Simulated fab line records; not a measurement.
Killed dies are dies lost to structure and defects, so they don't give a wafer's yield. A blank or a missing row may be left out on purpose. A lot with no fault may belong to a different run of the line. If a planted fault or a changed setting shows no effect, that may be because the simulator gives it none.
Chamber matching ; flow gf180mcu ; GF_V2_CMP_04 on cmp-01 has 4 sister chambers
The step polishes SiO2. 22 wafers are shown with their chamber, then 11 later ones without.

## WAFERS WITH THEIR CHAMBER
wafer;chamber;motor_current_A (A);time_to_endpoint_s (s);retaining_ring_pressure_frac
L074.2;3;11.4;89;1.005
L074.5;3;10.8;87;1.007
L074.6;0;11.4;93;0.996
L080.1;1;10.2;81;1.000
L080.3;2;14.1;88;1.006
L080.4;0;11.1;86;0.994
L081.1;0;11.0;82;1.006
L081.4;3;11.5;83;0.995
L081.6;3;11.1;85;1.000
L082.3;2;13.8;82;1.006
L082.4;3;11.0;84;1.011
L082.5;0;12.0;83;1.003
L083.1;2;13.3;83;1.004
L083.2;0;12.0;91;1.002
L083.4;3;11.5;92;0.997
L086.1;0;12.1;81;1.000
L086.2;3;11.6;80;0.999
L086.6;0;11.9;89;1.003
L087.3;3;10.8;80;1.005
L087.4;0;11.2;90;0.999
L087.5;2;13.9;86;1.001
L090.1;0;11.9;82;1.001

SIGNATURES (means of the wafers above)
reading;chamber 0;chamber 1;chamber 2;chamber 3;scatter within a chamber
motor_current_A;11.622;10.200;13.775;11.213;0.384
time_to_endpoint_s;86.33;81.00;84.75;85.00;4.15
retaining_ring_pressure_frac;1.00044;1.00000;1.00425;1.00238;0.00433
Rule: distance of a wafer from a chamber = root of the sum over the readings of ((wafer's reading minus chamber's mean) / reading's scatter) squared. If the next closest chamber is less than 2 further off than the closest, the wafer can't be placed; otherwise it belongs to the closest. The scatter: take each reading less its chamber's mean, square it, sum over the shown wafers, divide by the number of wafers less the number of chambers, and take the root.

## WAFERS WHOSE CHAMBER IS MISSING
wafer;motor_current_A (A);time_to_endpoint_s (s);retaining_ring_pressure_frac
L090.3;11.8;79;1.005
L090.6;13.1;82;0.998
L093.1;11.7;79;0.994
L093.2;10.4;78;1.002
L093.5;11.6;88;0.995
L096.2;11.0;89;0.993
L096.3;11.7;81;1.005
L096.6;12.0;83;0.999
L097.2;10.3;82;1.002
L097.5;14.4;84;1.003
L097.6;11.4;82;1.003

## EACH ONE'S CHAMBER
wafer;from the rows above;in truth
L090.3;can't be placed: 0 or 3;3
L090.6;can't be placed: 2 or 0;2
L093.1;can't be placed: 0 or 3 or 1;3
L093.2;can't be placed: 1 or 3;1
L093.5;can't be placed: 0 or 3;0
L096.2;can't be placed: 3 or 0 or 1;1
L096.3;can't be placed: 0 or 3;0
L096.6;can't be placed: 0 or 3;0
L097.2;can't be placed: 1 or 3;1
L097.5;2;2
L097.6;can't be placed: 3 or 0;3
Correct placement for 1 of the 11. These rows do not allow placing 10 (true chamber among the candidates in 10). 0 placed wrongly.
